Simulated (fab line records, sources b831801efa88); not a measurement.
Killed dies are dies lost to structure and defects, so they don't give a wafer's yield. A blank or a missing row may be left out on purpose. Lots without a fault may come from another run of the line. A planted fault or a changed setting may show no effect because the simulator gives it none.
fab line records | flow sky130
record lots=6 wafers=18 last_day=50
route steps=708 shown METAL4@627 VIA4@639 PAD_OPEN@708
lots that met no fault: from a run of the same line without faults
start_h: hours from the record's first day to the start of the lot's first wafer shown | wait_h: hours since the lot's step before | " the same as in the row above | L1.1+2: a row that stands for several wafers | - no value, or no start given | * or withheld: withheld | < > ~ a bound
route shown NAME@n: a module of which the file shows steps, and the number in the route of the first | usual: mean/standard deviation of fault-free wafers | same: alike in all rows | chamber/n: place in a boat | sites: the reading at each site | _std_site: their standard deviation | _edge_site: outer sites' mean less inner sites' | radius_mm: how far each site lies from the wafer's centre | mask NAME#n: copy n | behind: the tool/chamber that last shaped the wafer | hold: why the lot was held/for how many hours/how that ended | device: the transistor (n, p or np) that didn't switch | end of line: the same wafers' tests at the end of the route | a step without rows: its recipe alone | killed: dies lost to structure and defects at the first sort, not the wafer's yield | map: a wafer's dies, x killed, . not, _ none there
set.NAME: the setting as run; set.NAME@STEP: as run at that earlier step | model.NAME: the simulator's own value behind a step, which no gauge read
lots at some steps of the route; a table a step, a row a wafer
services: from which hour (start_h, from the record's first day; less than 0 if before it) a tool's chamber was out of use, for how many hours, and why
## steps
# step SKY_METAL4_PEB_11
# recipe peb_temp_c=withheld peb_time_s=withheld resist=KrF-thick
# step SKY_METAL4_DEVELOP_12
# recipe develop_time_s=60 resist=KrF-thick dev_temp_c=21
# step SKY_METAL4_CD_MEAS_13
# recipe target_cd_nm=300
# usual cd_nm=299.9/1.4
# columns lot.wafer tool chamber start_h wait_h cd_nm
L256.1 cd_sem-02 - 970.58 - 302.2
L256.4 " - " " 301.3
L256.6 " - " " 300.3
L259.1 cd_sem-02 - 1009.68 - 298.9
L259.2 " - " " 300.3
L259.4 " - " " 299.6
L260.1 cd_sem-02 - 1013.10 - 301.9
L260.4 " - " " 302.2
L260.6 " - " " 302.1
L271.1 cd_sem-02 - 1079.68 - 300.8
L271.5 " - " " 301.0
L271.6 " - " " 301.2
L275.1 cd_sem-01 - 1105.18 - 298.8
L275.3 " - " " 300.4
L275.6 " - " " 298.9
L279.1 cd_sem-02 - 1122.33 - 297.5
L279.3 " - " " 299.3
L279.4 " - " " 299.5
# step SKY_METAL4_OVL_MEAS_14
# usual METAL4_OVL=-2/5.2
# columns lot.wafer tool chamber start_h wait_h METAL4_OVL[nm]
L256.1 overlay-01 - 970.70 0.1 3
L256.4 " - " " -5
L256.6 " - " " 2
L259.1 overlay-02 - 1009.80 0.1 4
L259.2 " - " " -3
L259.4 " - " " 5
L260.1 overlay-01 - 1013.22 0.1 -3
L260.4 " - " " 10
L260.6 " - " " -1
L271.1 overlay-01 - 1079.80 0.1 -7
L271.5 " - " " -4
L271.6 " - " " -13
L275.1 overlay-01 - 1105.30 0.1 -4
L275.3 " - " " -3
L275.6 " - " " -2
L279.1 overlay-01 - 1122.45 0.1 2
L279.3 " - " " 8
L279.4 " - " " 1
# step SKY_METAL4_DESCUM_15
# recipe chemistry=O2 source_power_w=150 bias_power_w=0 pressure_mtorr=10 temp_c=40 time_s=8
# usual drypump_motor_current_A=5.8/0.42 oes_product_au=1.008/0.011
# columns lot.wafer tool chamber start_h wait_h drypump_motor_current_A oes_product_au rf_hours_counter_h
L256.1 rie_metal-01 1 970.73 0.0 5.8 1.005 17
L256.4 " 0 " " 5.9 1.004 -
L256.6 " 1 " " 5.8 0.996 -
L259.1 rie_metal-02 0 1009.83 0.0 5.6 1.017 13
L259.2 " 1 " " 6.3 0.982 9
L259.4 " 1 " " 6.4 0.993 -
L260.1 rie_metal-03 0 1013.25 0.0 6.6 1.013 24
L260.4 " 1 " " 5.1 1.001 -
L260.6 " 0 " " 6.6 1.012 -
L271.1 rie_metal-02 1 1079.84 0.0 6.3 0.999 13
L271.5 " 0 " " 5.6 1.018 -
L271.6 " 1 " " 6.3 0.995 -
L275.1 rie_metal-01 0 1105.34 0.0 5.8 1.020 24
L275.3 " 1 " " 5.8 1.016 -
L275.6 " 1 " " 5.8 1.016 -
L279.1 rie_metal-01 1 1122.49 0.0 5.8 1.013 4
L279.3 " 0 " " 5.9 1.009 -
L279.4 " 1 " " 5.8 1.013 -
# step SKY_METAL4_ETCH_16
# recipe chemistry=N2/H2 target=BARC ion_energy_ev=200 bias_w=100 pressure_mtorr=30 n2_flow_sccm=100 h2_flow_sccm=200 icp_w=500 stop_on=SiO2 time_s=88.2 target_depth_a=600
# usual bias_w=99.97/0.29 drypump_motor_current_A=5.8/0.43 oes_product_au=0.626/0.0044 throttle_valve_pct=13.205/0.0098
# columns lot.wafer tool chamber start_h wait_h bias_w drypump_motor_current_A oes_product_au rf_hours_counter_h throttle_valve_pct
L256.1 rie_metal-01 1 970.76 0.0 99.99 5.8 0.625 17 13.219
L256.4 " 0 " " 99.71 5.9 0.626 - 13.217
L256.6 " 1 " " 100.19 5.8 0.628 - 13.195
L259.1 rie_metal-02 0 1009.86 0.0 99.59 5.6 0.626 13 13.213
L259.2 " 1 " " 100.08 6.3 0.623 9 13.209
L259.4 " 1 " " 99.84 6.3 0.623 - 13.211
L260.1 rie_metal-03 0 1013.29 0.0 100.46 6.6 0.623 24 13.225
L260.4 " 1 " " 100.00 5.1 0.617 - 13.216
L260.6 " 0 " " 99.75 6.6 0.623 - 13.201
L271.1 rie_metal-02 1 1079.87 0.0 100.64 6.4 0.620 13 13.199
L271.5 " 0 " " 100.49 5.7 0.624 - 13.210
L271.6 " 1 " " 100.50 6.4 0.631 - 13.204
L275.1 rie_metal-01 0 1105.37 0.0 99.68 5.9 0.626 24 13.199
L275.3 " 1 " " 99.88 5.8 0.627 - 13.217
L275.6 " 1 " " 99.25 5.8 0.622 - 13.193
L279.1 rie_metal-01 1 1122.52 0.0 99.92 5.8 0.626 4 13.209
L279.3 " 0 " " 99.94 5.9 0.625 - 13.208
L279.4 " 1 " " 99.85 5.8 0.625 - 13.198
# step SKY_METAL4_ETCH_17
# recipe target=SiO2 stop_on=TiN chemistry=C4F8/O2/Ar source_w=1500 bias_w=1200 pressure_mtorr=40 c4f8_flow_sccm=withheld O2_flow_sccm=6 Ar_flow_sccm=300 time_s=3.9 target_depth_a=150
# usual bias_w=1200/3.8 oes_product_au=0.754/0.0076
# columns lot.wafer tool chamber start_h wait_h bias_w oes_product_au rf_hours_counter_h
L256.1 rie_diel-02 2 970.86 0.1 1196 0.755 3
L256.4 " 3 " " 1198 0.755 18
L256.6 " 0 " " 1208 0.748 -
L259.1 rie_diel-02 2 1009.96 0.1 1200 0.748 5
L259.2 " 1 " " 1201 0.752 11
L259.4 " 3 " " 1195 0.753 19
L260.1 rie_diel-03 0 1013.38 0.1 1200 0.755 18
L260.4 " 3 " " 1193 0.757 8
L260.6 " 2 " " 1194 0.757 -
L271.1 rie_diel-02 1 1079.97 0.1 1198 0.752 13
L271.5 " 0 " " 1210 0.747 -
L271.6 " 1 " " 1201 0.751 -
L275.1 rie_diel-03 3 1105.47 0.1 1199 0.747 11
L275.3 " 2 " " 1190 0.757 2
L275.6 " 2 " " 1192 0.746 -
L279.1 rie_diel-03 0 1122.62 0.1 1198 0.746 22
L279.3 " 3 " " 1200 0.746 12
L279.4 " 1 " " 1200 0.750 18
# step SKY_METAL4_METAL_ETCH_18
# recipe target_depth_a=8450 stop_on=SiO2 over_etch_frac=0.3 time_s=183.1 chemistry=Cl2/BCl3 resist_sidewall_deg=88 pressure_mtorr=10 icp_w=900 bias_w=48.5 Cl2_flow_sccm=60 bcl3_flow_sccm=30
# usual bias_w=48.48/0.14 drypump_motor_current_A=5.9/0.45 oes_product_au=0.869/0.0056 throttle_valve_pct=22.265/0.0087
# columns lot.wafer tool chamber start_h wait_h bias_w drypump_motor_current_A oes_product_au rf_hours_counter_h throttle_valve_pct
L256.1 rie_metal-02 0 970.88 0.0 48.40 5.6 0.868 11 22.255
L256.4 " 1 " " 48.44 6.3 0.875 - 22.282
L256.6 " 0 " " 48.35 5.6 0.870 - 22.266
L259.1 rie_metal-01 1 1009.98 0.0 48.36 5.8 0.868 20 22.264
L259.2 " 0 " " 48.85 5.9 0.873 17 22.269
L259.4 " 0 " " 48.55 5.9 0.872 - 22.267
L260.1 rie_metal-02 0 1013.40 0.0 48.43 5.6 0.867 13 22.266
L260.4 " 0 " " 48.46 5.6 0.868 - 22.262
L260.6 " 1 " " 48.35 6.3 0.863 - 22.254
L271.1 rie_metal-01 1 1079.99 0.0 48.38 5.8 0.876 1 22.272
L271.5 " 0 " " 48.32 5.8 0.874 - 22.270
L271.6 " 1 " " 48.47 5.8 0.887 - 22.263
L275.1 rie_metal-02 0 1105.49 0.0 48.27 5.6 0.867 19 22.260
L275.3 " 0 " " 48.16 5.7 0.870 - 22.252
L275.6 " 0 " " 48.18 5.6 0.870 - 22.267
L279.1 rie_metal-03 1 1122.64 0.0 48.46 5.1 0.877 15 22.259
L279.3 " 1 " " 48.16 5.1 0.873 - 22.284
L279.4 " 0 " " 48.58 6.6 0.874 - 22.280
# step SKY_METAL4_STRIP_19
# recipe chemistry=O2/N2 power_w=1400 pressure_mtorr=1500 platen_temp_c=withheld o2_flow_sccm=3000 n2_flow_sccm=300 overash_fraction=0.5
# step SKY_METAL4_STRIP_20
# recipe chemistry=post_etch_residue_remover time_s=1200 temp_c=72.5
# step SKY_METAL4_CLEAN_21
# recipe chemistry=IPA time_s=180 temp_c=25
# step SKY_METAL4_CLEAN_22
# recipe chemistry=O3/DIW dry=n2_spin
# step SKY_VIA4_HDPCVD_00
# recipe material=SiO2 target_thk_nm=1750 sigma_open_frac=0.3 time_s=291.7 temp_c=400 sih4_flow_sccm=60 pressure_mtorr=6
# usual sih4_flow_sccm=60.02/0.19
# columns lot.wafer tool chamber start_h wait_h sih4_flow_sccm model.SiO2_of_VIA4_HDPCVD_00.thk_nm
L256.1 hdpcvd-01 0 971.65 0.0 59.87 1736
L256.4 " 2 " " 59.95 1771
L256.6 " 1 " " 60.03 1729
L259.1 hdpcvd-02 2 1010.75 0.0 47.95 1373
L259.2 " 0 " " 48.40 1387
L259.4 " 0 " " 48.05 1400
L260.1 hdpcvd-02 1 1014.24 0.0 47.87 1406
L260.4 " 2 " " 48.07 1391
L260.6 " 0 " " 48.18 1386
L271.1 hdpcvd-02 2 1080.85 0.0 60.11 1733
L271.5 " 2 " " 59.75 1706
L271.6 " 0 " " 59.65 1739
L275.1 hdpcvd-02 1 1106.27 0.0 59.99 1744
L275.3 " 2 " " 60.25 1698
L275.6 " 2 " " 60.28 1713
L279.1 hdpcvd-02 1 1123.53 0.0 59.80 1745
L279.3 " 0 " " 59.88 1711
L279.4 " 0 " " 60.03 1719
# step SKY_VIA4_THK_MEAS_01
# recipe reads=SiO2_of_VIA4_HDPCVD_00
# usual VIA4_HDPCVD_THK=1737/19
# columns lot.wafer tool chamber start_h wait_h hold VIA4_HDPCVD_THK[nm]
L256.1 film_metro-01 - 971.83 0.1 - 1736
L256.4 " - " " - 1770
L256.6 " - " " - 1730
L259.1 film_metro-01 - 1010.93 0.1 await_dispo/0.2h/release 1374
L259.2 " - " " await_dispo/0.2h/release 1386
L259.4 " - " " await_dispo/0.2h/release 1400
L259.1 film_metro-01 - 1011.16 0.2 - 1374
L259.2 " - " " - 1386
L259.4 " - " " - 1401
L260.1 film_metro-04 - 1014.41 0.1 await_dispo/0.2h/release 1405
L260.4 " - " " await_dispo/0.2h/release 1392
L260.6 " - " " await_dispo/0.2h/release 1387
L260.1 film_metro-04 - 1014.64 0.2 - 1406
L260.4 " - " " - 1393
L260.6 " - " " - 1385
L271.1 film_metro-04 - 1081.03 0.1 - 1735
L271.5 " - " " - 1706
L271.6 " - " " - 1739
L275.1 film_metro-01 - 1106.45 0.1 - 1744
L275.3 " - " " - 1697
L275.6 " - " " - 1715
L279.1 film_metro-04 - 1123.71 0.1 - 1745
L279.3 " - " " - 1710
L279.4 " - " " - 1719
# step SKY_VIA4_CMP_02
# recipe material=SiO2 down_force_psi=4 platen_rpm=60 pad_velocity_m_s=0.94248
# usual motor_current_A=12.3/1.3 slurry_filter_dp_kPa=13.50/0.15
# columns lot.wafer tool chamber start_h wait_h hold motor_current_A slurry_filter_dp_kPa
L256.1 cmp-01 0 971.89 0.1 - 12.6 13.33
L256.4 " 1 " " - 12.5 13.45
L256.6 " 1 " " - 12.9 13.49
L259.2 cmp-02 1 1016.50 5.3 await_dispo/5.0h/release 10.1 13.39
L259.4 " 3 " " await_dispo/5.0h/release 14.3 13.76
L259.1 " 0 " " await_dispo/5.0h/release 11.0 13.48
L260.1 cmp-01 1 1017.22 2.6 await_dispo/2.5h/release 13.0 13.44
L260.4 " 2 " " await_dispo/2.5h/release 14.1 13.47
L260.6 " 1 " " await_dispo/2.5h/release 12.4 13.44
L271.1 cmp-02 0 1081.39 0.4 - 10.8 13.58
L271.6 " 1 " " - 10.1 13.63
L271.5 " 2 " " - 13.0 13.47
L275.3 cmp-01 3 1106.61 0.1 - 14.2 13.49
L275.1 " 0 " " - 13.3 13.64
L275.6 " 2 " " - 13.0 13.69
L279.4 cmp-02 1 1123.82 0.1 - 10.8 13.30
L279.3 " 2 " " - 12.3 13.73
L279.1 " 3 " " - 13.3 13.52
# step SKY_PAD_OPEN_PROBE_99
# usual defect_limited_yield=82.3/2 killed_at_M0_to_M3=44/7.5 killed_at_M4_up=2.9/1.8 killed_at_contacts=24/5.1 killed_at_front_end=16/4.7 killed_at_other=0.3/0.46 killed_dies=87/9.9 killed_open=47/8 killed_short=39/6.3 sort_bin_3_pad_short=0.8/0.43 sort_bin_5_function=10.6/1.6 sort_bin_6_memory=6.3/1.1 sort_n_pass=405/9.9 sort_yield_pct=82.3/2
# same gross_dies=492 killed_at_back_side=0 sort_bin_4_leakage[%]=0 sort_bin_8_speed[%]=0
# columns lot.wafer tool chamber start_h wait_h defect_limited_yield[%] killed_at_M0_to_M3 killed_at_M4_up killed_at_contacts killed_at_front_end killed_at_other killed_dies killed_open killed_short sort_bin_3_pad_short[%] sort_bin_5_function[%] sort_bin_6_memory[%] sort_n_pass sort_yield_pct[%] model.etest.met5_comb.leak_log10_a_um
L256.1 prober-01 - 1068.25 0.1 81.9 36 3 29 21 0 89 46 43 0.4 12.2 5.5 403 81.9 -12.06
L256.4 prober-01 - 1068.40 0.2 84.1 40 3 19 16 0 78 48 30 1.2 7.1 7.5 414 84.1 -12.06
L256.6 prober-01 - 1068.50 0.2 80.1 51 1 24 22 0 98 56 42 1.8 11.4 6.7 394 80.1 -12.02
L259.1 prober-02 - 1102.35 0.1 80.3 52 1 22 22 0 97 60 37 0.8 10.4 8.5 395 80.3 -11.39
L259.2 prober-02 - 1102.40 0.1 82.9 41 4 29 10 0 84 46 38 0.8 10.8 5.5 408 82.9 -11.7
L259.4 prober-02 - 1102.50 0.2 85.8 34 5 19 12 0 70 38 32 0.6 8.1 5.5 422 85.8 -12.02
L260.1 prober-01 - 1103.70 0.1 79.1 51 2 28 22 0 103 57 46 1.2 13.2 6.5 389 79.1 -11.9
L260.4 prober-01 - 1103.85 0.2 80.1 53 1 28 16 0 98 55 43 0.6 12.4 6.9 394 80.1 -11.85
L260.6 prober-01 - 1103.95 0.2 82.7 41 0 29 14 1 85 46 38 0.8 9.3 7.1 407 82.7 -11.75
L271.1 prober-02 - 1163.50 0.1 84.6 34 1 31 10 0 76 40 36 0.8 9.3 5.3 416 84.6 -11.96
L271.5 prober-02 - 1163.70 0.2 83.5 37 3 25 16 0 81 37 43 0.8 10.4 5.3 411 83.5 -12.08
L271.6 prober-02 - 1163.75 0.2 80.9 41 5 33 15 0 94 52 42 0.8 11.8 6.5 398 80.9 -12.01
L275.1 prober-02 - 1184.60 0.1 84.3 40 2 24 11 0 77 38 37 0.6 8.7 6.3 415 84.3 -12.18
L275.3 prober-02 - 1184.70 0.2 84.6 35 3 22 16 0 76 39 35 0.4 9.8 5.3 416 84.6 -12.07
L275.6 prober-02 - 1184.85 0.2 84.1 40 4 26 8 0 78 48 30 0.2 10.4 5.3 414 84.1 -12.12
L279.1 prober-02 - 1198.20 0.1 79.1 56 1 22 24 0 103 61 42 0 13.2 7.7 389 79.1 -12.01
L279.3 prober-02 - 1198.30 0.2 81.9 34 2 28 25 0 89 49 39 0.2 11.2 6.7 403 81.9 -11.95
L279.4 prober-02 - 1198.35 0.2 80.9 42 6 27 18 1 94 43 50 0.4 10.0 8.7 398 80.9 -12.13
# killed by level:class
L256.1 CONTACT:geometric_particle:open=13 VIA1:geometric_particle:open=8 CONTACT:geometric_particle:short=7 FIELD_ISO:geometric_particle:open=5 METAL1:geometric_particle:short=5 FIELD_ISO:geometric_particle:short=4 POLY_GATE:geometric_particle:open=4 METAL2:geometric_particle:short=4
L256.4 CONTACT:geometric_particle:open=9 VIA1:geometric_particle:open=9 VIA2:geometric_particle:open=6 VIA1:geometric_particle:short=6 VIA3:geometric_particle:open=6 FIELD_ISO:geometric_particle:open=5 FIELD_ISO:geometric_particle:short=4 POLY_GATE:geometric_particle:open=4
L256.6 VIA1:geometric_particle:open=13 VIA3:geometric_particle:short=9 LI_CONTACT:geometric_particle:open=7 CONTACT:geometric_particle:open=7 VIA1:geometric_particle:short=6 FIELD_ISO:geometric_particle:open=5 SPACER:geometric_particle:open=5 VIA2:geometric_particle:open=5
L259.1 CONTACT:geometric_particle:open=12 VIA1:geometric_particle:open=12 VIA2:geometric_particle:open=11 FIELD_ISO:geometric_particle:open=8 VIA1:geometric_particle:short=8 FIELD_ISO:geometric_particle:short=5 LI_CONTACT:geometric_particle:open=4 LOCAL_INTERCONNECT:geometric_particle:short=4
L259.2 LI_CONTACT:geometric_particle:open=13 VIA1:geometric_particle:open=9 CONTACT:geometric_particle:open=7 METAL1:geometric_particle:short=6 VIA2:geometric_particle:open=6 FIELD_ISO:geometric_particle:short=5 LI_CONTACT:geometric_particle:short=5 METAL2:geometric_particle:short=5
L259.4 LI_CONTACT:geometric_particle:open=8 VIA2:geometric_particle:open=8 METAL1:geometric_particle:short=6 CONTACT:geometric_particle:open=5 VIA3:geometric_particle:open=5 METAL4:geometric_particle:short=5 FIELD_ISO:geometric_particle:open=3 POLY_GATE:geometric_particle:short=3
L260.1 VIA1:geometric_particle:open=14 CONTACT:geometric_particle:open=8 POLY_GATE:geometric_particle:short=7 VIA2:geometric_particle:open=7 POLY_GATE:geometric_particle:open=6 VIA3:geometric_particle:open=6 FIELD_ISO:geometric_particle:open=5 LI_CONTACT:geometric_particle:open=5
L260.4 VIA1:geometric_particle:open=18 CONTACT:geometric_particle:open=9 VIA3:geometric_particle:open=7 LI_CONTACT:geometric_particle:short=6 METAL2:geometric_particle:short=5 LI_CONTACT:geometric_particle:open=5 CONTACT:geometric_particle:short=5 METAL1:geometric_particle:short=4
L260.6 CONTACT:geometric_particle:open=9 METAL2:geometric_particle:short=9 VIA1:geometric_particle:open=9 LI_CONTACT:geometric_particle:open=8 VIA2:geometric_particle:open=5 VIA1:geometric_particle:short=5 LOCAL_INTERCONNECT:geometric_particle:short=4 METAL1:geometric_particle:short=4
L271.1 CONTACT:geometric_particle:open=11 CONTACT:geometric_particle:short=11 VIA1:geometric_particle:open=11 VIA3:geometric_particle:short=5 LI_CONTACT:geometric_particle:open=4 LOCAL_INTERCONNECT:geometric_particle:short=4 METAL1:geometric_particle:short=4 VIA2:geometric_particle:open=4
L271.5 CONTACT:geometric_particle:open=8 METAL2:geometric_particle:short=7 VIA3:geometric_particle:open=7 FIELD_ISO:geometric_particle:short=6 VIA1:geometric_particle:open=6 LOCAL_INTERCONNECT:geometric_particle:short=5 CONTACT:geometric_particle:short=5 LI_CONTACT:geometric_particle:open=4
L271.6 CONTACT:geometric_particle:open=13 VIA1:geometric_particle:open=9 LI_CONTACT:geometric_particle:open=8 METAL1:geometric_particle:short=8 VIA3:geometric_particle:open=6 FIELD_ISO:geometric_particle:short=5 LOCAL_INTERCONNECT:geometric_particle:short=5 METAL4:geometric_particle:short=5
L275.1 CONTACT:geometric_particle:open=9 VIA1:geometric_particle:open=8 LOCAL_INTERCONNECT:geometric_particle:short=6 LI_CONTACT:geometric_particle:open=5 METAL2:geometric_particle:short=5 METAL3:geometric_particle:short=5 VIA1:geometric_particle:short=4 FIELD_ISO:geometric_particle:open=3
L275.3 VIA3:geometric_particle:open=9 CONTACT:geometric_particle:open=7 VIA1:geometric_particle:open=7 LOCAL_INTERCONNECT:geometric_particle:short=6 LI_CONTACT:geometric_particle:open=5 VIA1:geometric_particle:short=4 FIELD_ISO:geometric_particle:short=3 FIELD_ISO:geometric_particle:open=3
L275.6 CONTACT:geometric_particle:open=10 VIA1:geometric_particle:open=10 VIA2:geometric_particle:open=10 LI_CONTACT:geometric_particle:open=6 METAL2:geometric_particle:short=5 LI_CONTACT:geometric_particle:short=3 LOCAL_INTERCONNECT:geometric_particle:short=3 METAL1:geometric_particle:short=3
L279.1 CONTACT:geometric_particle:open=14 VIA1:geometric_particle:open=11 VIA2:geometric_particle:open=10 VIA3:geometric_particle:open=9 POLY_GATE:geometric_particle:short=7 FIELD_ISO:geometric_particle:short=6 VIA2:geometric_particle:short=6 POLY_GATE:geometric_particle:open=5
L279.3 CONTACT:geometric_particle:open=10 FIELD_ISO:geometric_particle:open=8 VIA1:geometric_particle:open=7 VIA3:geometric_particle:open=7 FIELD_ISO:geometric_particle:short=6 METAL1:geometric_particle:short=6 LI_CONTACT:geometric_particle:open=5 VIA2:geometric_particle:open=5
L279.4 VIA1:geometric_particle:open=9 FIELD_ISO:geometric_particle:short=7 LI_CONTACT:geometric_particle:open=7 CONTACT:geometric_particle:short=7 VIA3:geometric_particle:open=6 METAL4:geometric_particle:short=6 CONTACT:geometric_particle:open=5 VIA1:geometric_particle:short=5
## services
# columns tool chamber start_h hours kind
hdpcvd-01 - 950.25 2.2 repair
hdpcvd-02 - 950.25 15.0 pm
hdpcvd-02 0 951.00 2.0 repair
hdpcvd-01 - 952.05 0.6 repair
rie_metal-02 1 962.79 3.4 repair
hdpcvd-02 - 965.25 14.6 pm
rie_diel-03 3 969.87 3.9 repair
cmp-01 - 974.23 0.2 repair
hdpcvd-02 0 980.43 25.7 repair
cmp-02 - 992.92 11.0 repair
rie_diel-02 1 1025.30 1.9 repair
cmp-02 - 1035.19 0.7 repair
rie_metal-01 1 1039.55 - clean
rie_metal-01 1 1039.55 27.8 scheduled_down
rie_metal-01 1 1039.55 27.8 vent_cycle
cmp-01 - 1050.56 2.3 repair
cmp-02 - 1064.55 3.8 repair
cmp-01 - 1080.22 4.8 pm
cmp-02 - 1084.35 4.0 pm
rie_diel-03 1 1094.47 13.4 repair
cmp-02 - 1104.86 0.5 repair
rie_metal-02 - 1107.00 0.5 repair
cmp-01 - 1110.92 4.9 pm
cmp-01 - 1118.39 2.1 repair
## key
first_sign step=SKY_VIA4_HDPCVD_00 reading=sih4_flow_sccm direction=down sigmas=63 usual=60.02 struck=48.09
effect step=SKY_VIA4_THK_MEAS_01 reading=visit direction=added
effect step=SKY_VIA4_THK_MEAS_01 reading=VIA4_HDPCVD_THK direction=down sigmas=18 usual=1737 struck=1391
model_effect step=SKY_VIA4_HDPCVD_00 value=SiO2_of_VIA4_HDPCVD_00.thk_nm without=1741 struck=1391
model_effect step=SKY_PAD_OPEN_PROBE_99 value=etest.met5_comb.leak_log10_a_um without=-12.01 struck=-11.77
met_at SKY_VIA4_HDPCVD_00
struck_wafers L259.1,L259.2,L259.4,L260.1,L260.4,L260.6
fault kind=process_parameter_drift tool=hdpcvd-02 chamber=- onset_h=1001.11 steps=SKY_VIA4_HDPCVD_00 channel=sih4_flow_sccm offset=-12 shape=step end_h=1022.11 acts_in=these_recipes_only stated=60
